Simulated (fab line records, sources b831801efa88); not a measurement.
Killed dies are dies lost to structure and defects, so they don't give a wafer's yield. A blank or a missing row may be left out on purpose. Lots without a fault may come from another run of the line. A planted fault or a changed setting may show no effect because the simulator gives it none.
Problem report in the 8D (eight disciplines) form, filled by code | flow gf180mcu | the parts of the form that need people (team, actions taken, sign-off) are left out

1. THE PROBLEM
VT_IMPLANT_TW at GF_VT_IMPLANT_TW_MEAS_10 reads a mean of 448 on 9 wafers of 3 lots; wafers without a fault read 560 with a standard deviation of 7.2. That is -16 standard deviations from the usual mean.
First seen on wafer L294.3, day 9 14:47, on film_metro-04. The record holds 39 wafers of 13 lots with a number at this step. Rule for "out", or "out of limits": more than 4 standard deviations from the usual mean. The other wafers with a number count as sound.

2. WHAT IT IS AND WHAT IT IS NOT
question                    | is                           | is not
which readings at this step | VT_IMPLANT_TW                | -
which lots                  | L294, L295, L298             | L279, L281, L282, L283, L285, L289, L292, L296, L301, L302
which wafers of those lots  | all that have a number       | -
read on which gauges        | film_metro-03, film_metro-04 | film_metro-02
when                        | from day 9 14:47             | up to then (21 sound wafers); but 9 sound wafers of L296, L301, L302 came after

3. SUSPECTS, AND WHAT RULES EACH OUT
Counting: a tool at a process step up to the reading stays a suspect if it ran every lot that is out and no sound lot after the first of them.
- the gauge at GF_VT_IMPLANT_TW_MEAS_10: ruled out. The wafers that are out were read on 2 gauges (film_metro-03, film_metro-04).
- implanter-03 at GF_VT_IMPLANT_IMPLANT_08: kept. It ran every lot that is out, first L294 (day 9 14:34), and no sound lot after that; its last sound lot up to then is L289 (day 8 09:48). Its own readings are out on those wafers: dose_ions_cm2, faraday_current_uA.
Left after counting: implanter-03 at GF_VT_IMPLANT_IMPLANT_08.

4. THE CAUSE (what the simulator had put in)
Process parameter drift: implanter-03, from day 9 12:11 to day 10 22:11, at GF_VT_IMPLANT_IMPLANT_08. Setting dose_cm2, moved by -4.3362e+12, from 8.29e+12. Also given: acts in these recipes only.
Counting left only this tool.

5. THE CHAIN OF EFFECTS, in route order
Each row: a reading whose mean over the struck wafers that have a number lies more than 3 standard deviations from the usual. Only readings for which the record gives a usual standard deviation are gone through. hours: the time from each lot's start at the first step in this table that gives one to its start at this step, as a median over the lots. sigmas: the change in usual standard deviations.
hours | step                     | reading            | usual     | on struck wafers | change     | sigmas
0     | GF_VT_IMPLANT_IMPLANT_08 | dose_ions_cm2      | 8.292e+12 | 3.954e+12        | -4.338e+12 | -99 or more
0     | GF_VT_IMPLANT_IMPLANT_08 | faraday_current_uA | 46.6      | 22.3             | -24.3      | -28
0     | GF_VT_IMPLANT_TW_MEAS_10 | VT_IMPLANT_TW      | 560       | 448              | -112       | -16
The process steps in it:
- GF_VT_IMPLANT_IMPLANT_08

6. WHAT WOULD HAVE CAUGHT IT SOONER
In this record the first reading out of limits at a measuring or inspecting step was taken at day 9 14:47, 3 hours after the fault began at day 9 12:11.
The tool's own readings at GF_VT_IMPLANT_IMPLANT_08 were out on every struck wafer that the step has a row for (dose_ions_cm2, faraday_current_uA): an alarm limit on them would have fired on the first of those.
Of the lots that are out (3), L295, L298 began GF_VT_IMPLANT_IMPLANT_08 on implanter-03 after day 9 14:47. A hold on the tool at that time would have spared those 2.
